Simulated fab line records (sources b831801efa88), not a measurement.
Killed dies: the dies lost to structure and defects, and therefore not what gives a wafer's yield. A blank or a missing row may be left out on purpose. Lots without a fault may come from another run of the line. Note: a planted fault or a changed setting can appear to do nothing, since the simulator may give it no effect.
Chamber matching	flow gf180mcu	GF_V1_CMP_04 on cmp-01: 4 sister chambers
The step polishes SiO2. 4 wafers are shown with their chamber, then 7 later ones without.

WAFERS, EACH WITH ITS CHAMBER
wafer	chamber	motor-current-A (A)
L196.2	3	13.6
L201.5	1	10.4
L209.3	2	11.8
L209.4	0	11.9

WAFERS WHOSE CHAMBER IS MISSING
wafer	motor-current-A (A)
L209.6	11.1
L210.1	10.3
L210.4	11.3
L210.5	12.9
L211.1	11.7
L211.2	9.9
L211.6	12.0

CHAMBER TAKEN BY EACH
wafer	from the rows above	in truth
L209.6	can't be placed: 1 or 2 or 0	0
L210.1	1	1
L210.4	can't be placed: 2 or 0 or 1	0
L210.5	can't be placed: 3 or 0 or 2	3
L211.1	can't be placed: 2 or 0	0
L211.2	1	1
L211.6	can't be placed: 0 or 2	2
Correct placement for 2 of the 7. Can't be placed from these rows: 5 (the true chamber is among the candidates in 5). 0 placed wrongly.
How it was worked out, from the rows above alone: a wafer's distance from a chamber is the root of the sum, over the readings, of the square of ((its reading less the chamber's mean) divided by the reading's scatter). The wafer belongs to the nearest chamber; if the next one is less than 2 further off, it can't be placed. The mean given for a chamber averages the wafers shown for that chamber. The scatter: root of mean squared gap, hidden wafer to nearest shown wafer, with one shown wafer a chamber.
